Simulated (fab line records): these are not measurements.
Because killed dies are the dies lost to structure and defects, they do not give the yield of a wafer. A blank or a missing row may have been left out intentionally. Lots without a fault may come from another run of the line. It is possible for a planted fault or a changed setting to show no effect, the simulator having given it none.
Which tool was responsible? / flow sfqLine / 13 lots, 39 wafers sampled, at 2 steps of a route of 325

## WHAT THE GAUGES READ, wafer by wafer
SFQ_I0_BOW_MEAS_907.
lot=L436; measured=day 7 16:34; on=filmMetro-03; I0_BOW (um)=-1 -3 8
lot=L441; measured=day 8 16:33; on=filmMetro-04; I0_BOW (um)=13 9 1
lot=L442; measured=day 9 01:52; on=filmMetro-04; I0_BOW (um)=-10 -1 -1
lot=L443; measured=day 9 08:11; on=filmMetro-04; I0_BOW (um)=4 1 2
lot=L444; measured=day 9 09:14; on=filmMetro-03; I0_BOW (um)=1 -2 -6
lot=L445; measured=day 10 04:50; on=filmMetro-02; I0_BOW (um)=-2 -4 -8
lot=L449; measured=day 11 11:16; on=filmMetro-03; I0_BOW (um)=2 6 18
lot=L450; measured=day 11 20:16; on=filmMetro-02; I0_BOW (um)=6 10 9
lot=L454; measured=day 12 18:43; on=filmMetro-02; I0_BOW (um)=6 12 4
lot=L455; measured=day 12 21:43; on=filmMetro-04; I0_BOW (um)=-15 -10 2
lot=L457; measured=day 13 14:46; on=filmMetro-03; I0_BOW (um)=-8 -9 -6
lot=L458; measured=day 13 18:41; on=filmMetro-02; I0_BOW (um)=3 -11 0
lot=L459; measured=day 14 03:41; on=filmMetro-04; I0_BOW (um)=-4 2 -7

## WHICH TOOL RAN EACH LOT (tool, then ch and the chambers of the sampled wafers, then the start)
lot=L436; SFQ_TRILAYER_L0_VIA_STRIP_STRIP_017=rieMetal-03 ch 0,1, day 5 00:23
lot=L441; SFQ_TRILAYER_L0_VIA_STRIP_STRIP_017=rieMetal-01 ch 0,1, day 6 08:12
lot=L442; SFQ_TRILAYER_L0_VIA_STRIP_STRIP_017=rieMetal-01 ch 0,1, day 6 19:08
lot=L443; SFQ_TRILAYER_L0_VIA_STRIP_STRIP_017=rieMetal-02 ch 1, day 7 02:44
lot=L444; SFQ_TRILAYER_L0_VIA_STRIP_STRIP_017=rieMetal-01 ch 0,1, day 7 04:44
lot=L445; SFQ_TRILAYER_L0_VIA_STRIP_STRIP_017=rieMetal-01 ch 0,1, day 7 17:10
lot=L449; SFQ_TRILAYER_L0_VIA_STRIP_STRIP_017=rieMetal-02 ch 0,1, day 8 19:29
lot=L450; SFQ_TRILAYER_L0_VIA_STRIP_STRIP_017=rieMetal-03 ch 0,1, day 9 01:29
lot=L454; SFQ_TRILAYER_L0_VIA_STRIP_STRIP_017=rieMetal-01 ch 0, day 10 00:17
lot=L455; SFQ_TRILAYER_L0_VIA_STRIP_STRIP_017=rieMetal-02 ch 0,1, day 10 06:23
lot=L457; SFQ_TRILAYER_L0_VIA_STRIP_STRIP_017=rieMetal-01 ch 0, day 10 18:28
lot=L458; SFQ_TRILAYER_L0_VIA_STRIP_STRIP_017=rieMetal-01 ch 0,1, day 10 23:16
lot=L459; SFQ_TRILAYER_L0_VIA_STRIP_STRIP_017=rieMetal-03 ch 0,1, day 11 06:01
- SFQ_TRILAYER_L0_VIA_STRIP_STRIP_017: strips in O2.

## WHAT THE TOOLS THEMSELVES READ (means of the sampled wafers that have a number; where no wafer has one, the mark that the record gives instead)
SFQ_TRILAYER_L0_VIA_STRIP_STRIP_017.
lot=L436; tool=rieMetal-03; drypumpMotorCurrentA (A)=5.92; oesProductAu (a.u.)=0.998
lot=L441; tool=rieMetal-01; drypumpMotorCurrentA (A)=5.77; oesProductAu (a.u.)=0.998
lot=L442; tool=rieMetal-01; drypumpMotorCurrentA (A)=5.79; oesProductAu (a.u.)=0.998
lot=L443; tool=rieMetal-02; drypumpMotorCurrentA (A)=6.22; oesProductAu (a.u.)=1.001
lot=L444; tool=rieMetal-01; drypumpMotorCurrentA (A)=5.82; oesProductAu (a.u.)=0.987
lot=L445; tool=rieMetal-01; drypumpMotorCurrentA (A)=5.79; oesProductAu (a.u.)=0.990
lot=L449; tool=rieMetal-02; drypumpMotorCurrentA (A)=6.04; oesProductAu (a.u.)=1.001
lot=L450; tool=rieMetal-03; drypumpMotorCurrentA (A)=5.92; oesProductAu (a.u.)=0.998
lot=L454; tool=rieMetal-01; drypumpMotorCurrentA (A)=5.77; oesProductAu (a.u.)=1.003
lot=L455; tool=rieMetal-02; drypumpMotorCurrentA (A)=5.83; oesProductAu (a.u.)=0.993
lot=L457; tool=rieMetal-01; drypumpMotorCurrentA (A)=5.77; oesProductAu (a.u.)=0.997
lot=L458; tool=rieMetal-01; drypumpMotorCurrentA (A)=5.79; oesProductAu (a.u.)=0.993
lot=L459; tool=rieMetal-03; drypumpMotorCurrentA (A)=5.92; oesProductAu (a.u.)=0.999

## THE ANSWER, worked out from the rows above alone
Rule: usual is defined by the lots themselves. Put in order of their means at a reading, lots are off if they are a third of the lots or fewer, leave a main group of 4 or more, and stand apart from it by a gap of 3 or more times the standard deviation of the main group's means; of several such gaps the widest counts. Not used: any main group whose means are identical at the precision the tables above print for the reading. Also off: a lot with no number at a reading for which 4 or more lots have one. The other lots that the step has rows for count as sound. First the gauges in route order, then the tools' own readings, where a lot's mean is used as printed above. At the first step where some lot is off, the reading lying furthest off is the one used; lots without a number count as furthest.
Nothing can be told from this: no lot is off at any reading shown.

## WHAT HAD BEEN PUT IN BY THE SIMULATOR
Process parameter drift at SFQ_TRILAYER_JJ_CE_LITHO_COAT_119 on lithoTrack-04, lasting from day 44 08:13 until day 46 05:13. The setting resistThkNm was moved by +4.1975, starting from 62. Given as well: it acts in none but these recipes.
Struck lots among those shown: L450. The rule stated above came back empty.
